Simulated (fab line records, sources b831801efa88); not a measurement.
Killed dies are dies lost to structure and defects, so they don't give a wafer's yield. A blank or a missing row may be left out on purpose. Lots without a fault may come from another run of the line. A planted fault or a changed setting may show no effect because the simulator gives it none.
A struck lot beside a sound one | flow gf180mcu | 14 steps out of a route of 602
Sound: wafers L500.2, L500.4, L500.5. Struck: wafers L497.1, L497.3, L497.5. The cause comes at the end.
At each step with rows: each side's tool, then ch and its chambers, then its first start. Under that, the readings that differ: sound wafers | struck wafers | difference of the means | sigmas: that difference in standard deviations of wafers without a fault.
alike: readings whose means differ by less than 2 such deviations, and words and numbers that are the same on both sides. not compared: withheld readings, readings that some wafer has no value for, bounds like >300 that may hide the same value, and numbers for which the record gives no deviation and whose values overlap.
The two part at a step that has a row with sigmas, a row that says differs or no value, or rows on one side only. Numbers that don't overlap but have no deviation are shown without sigmas and don't part them. A reading that every wafer of one side lacks parts them only if that side has two wafers or more.

first, 6 steps without rows for these wafers: GF_SAB_HMDS_03 (prime time 60 s); GF_SAB_COAT_04 (resist thk 1000 nm); GF_SAB_SOFTBAKE_05 (time 60 s); GF_SAB_EXPOSE_06 (exposes mask SAB, target cd 420 nm); GF_SAB_PEB_07; GF_SAB_DEVELOP_08 (develop time 60 s).
GF_SAB_CD_MEAS_09: target cd 420 nm.
  sound on cd_sem-01, day 22 08:48; struck on cd_sem-02, day 21 05:16
  alike: cd_nm
GF_SAB_OVL_MEAS_10:
  sound on overlay-01, day 22 08:55; struck on overlay-02, day 21 05:23
  alike: SAB_OVL
GF_SAB_ETCH_11: etches SiO2 in C4F8/O2/Ar, target depth 55 nm, time 8.5 s.
  sound on rie_diel-04 ch 0,3, day 22 08:56; struck on rie_diel-03 ch 2,3, day 21 05:26
  alike: bias_w, chamber_pressure_mTorr, oes_product_au
  not compared: rf_hours_counter_h
then, 1 step without rows for these wafers: GF_SAB_WET_ETCH_12 (etches SiO2 in dHF, target depth 22 nm, time 440 s).
GF_SAB_STRIP_13: strips in O2/N2.
  sound on plasma_asher-01 ch 0,1, day 22 09:05; struck on plasma_asher-03 ch 0,1, day 21 05:35
  alike: drypump_motor_current_A, heater_power_w, oes_product_au, strip_time_to_endpoint_s
  not compared: rf_hours_counter_h
then, 1 step without rows for these wafers: GF_SALICIDE_CLEAN_00 (cleans in SC1/SC2, time 150 s).
GF_SALICIDE_WET_ETCH_01: etches SiO2 in dHF, target depth 5 nm, time 100 s.
  sound on wet_bench-01 ch 0, day 22 09:14; struck on wet_bench-03 ch 0, day 21 05:45
  no value came back on the struck wafers for bath_heat_duty_pct (%), run_length_s (s); on the sound wafers bath_heat_duty_pct (%) reads 6.4 6.8 7.0
  reading                              | sound             | struck            | difference | sigmas
  model.SiO2_of_SAB_CVD_00.thk_nm (nm) | 37.66 39.85 39.09 | 49.62 49.05 51.12 | +11.06     |
  not compared: model.SiO2_of_STI_CVD_23.thk_nm
GF_SALICIDE_SPUTTER_02: material Co, target thk 10 nm, time 20 s.
  sound on pvd_sputter-03, day 22 09:17; struck on pvd_sputter-01, day 21 05:47
  alike: throttle_valve_pct

WHERE THEY PART
Only at GF_SALICIDE_WET_ETCH_01, within this record. Later steps at which nothing parts them and some readings are alike: GF_SALICIDE_SPUTTER_02.

WHY: what the simulator had put in
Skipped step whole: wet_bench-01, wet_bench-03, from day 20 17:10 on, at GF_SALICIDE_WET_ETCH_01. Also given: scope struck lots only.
